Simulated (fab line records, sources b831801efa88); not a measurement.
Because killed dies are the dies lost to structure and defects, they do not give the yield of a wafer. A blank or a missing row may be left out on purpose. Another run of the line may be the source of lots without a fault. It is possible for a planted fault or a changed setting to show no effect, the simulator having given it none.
A single fault, viewed from 2 desks -- flow sfq line -- what lay behind the numbers comes last; until then each desk has only its own

== DESK OF THE TOOL OWNER: pecvd-04 ==
The tool's own readings at SFQ_TRILAYER_A5B_DEP_PECVD_129 (deposits SiO2 from SiH4/N2O, time 133.33 s, target thk 600 nm): means of the sampled wafers that have a number, for each lot that ran on this tool. A lot is out of limits, marked OUT, if its mean lies more than 4 standard deviations from the usual mean; the brackets give that distance.
Columns: A = heater power w at SFQ_TRILAYER_A5B_DEP_PECVD_129, usual 91 W; B = rf fwd power W at SFQ_TRILAYER_A5B_DEP_PECVD_129, usual 182.4 W; C = throttle valve pct at SFQ_TRILAYER_A5B_DEP_PECVD_129, usual 24.5 %
lot,first seen here,A,B,C
L275,day 61 22:38,72,181.9,24.3
L277,day 62 20:14,82,181.9,23.7
L278,day 63 01:53,88,173.0 (-15) OUT,24.4
L280,day 64 04:07,85,172.4 (-16) OUT,24.2
L283,day 64 12:10,80,172.7 (-16) OUT,24.8
This desk finds L278, L280, L283 out of limits, L278 being first, at day 63 01:53 (rf fwd power W at SFQ_TRILAYER_A5B_DEP_PECVD_129). In limits: L275, L277.

== AT THE METROLOGY DESK ==
What the gauges read for every lot (on any tool): the sampled wafers with a number, averaged. A lot is out of limits, marked OUT, if its mean lies more than 4 standard deviations from the usual mean; the brackets give that distance.
Columns: A = M5_OVL at SFQ_M5_OVL_MEAS_932, usual -1 nm
lot,first seen here,A
L275,day 61 21:34,-2
L277,day 62 19:11,-1
L278,day 62 23:58,-8
L280,day 64 03:03,2
L283,day 64 10:16,0
L288,day 64 18:39,-0
L292,day 65 06:28,-6
This desk found nothing out of limits on any of the 7 lots.

== ALL TOGETHER ==
At day 63 01:53, on L278, L280, L283, the tool owner's desk was in a position to raise an alarm.
At the metrology desk, nothing out of limits was observed.
The metrology desk has L278, L280, L283 on record, within its limits.
SFQ_TRILAYER_A5B_DEP_PECVD_129 was run on pecvd-04 by each of the lots named.

== WHAT HAD BEEN PUT IN BY THE SIMULATOR ==
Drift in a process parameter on pecvd-04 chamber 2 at SFQ_TRILAYER_A5B_DEP_PECVD_129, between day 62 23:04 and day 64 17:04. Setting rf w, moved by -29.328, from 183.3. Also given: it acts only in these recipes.
Struck lots among those shown: L278, L280, L283.
Time in hours from fault onset to the first out-of-limits reading at each desk: the tool owner's desk, 3.
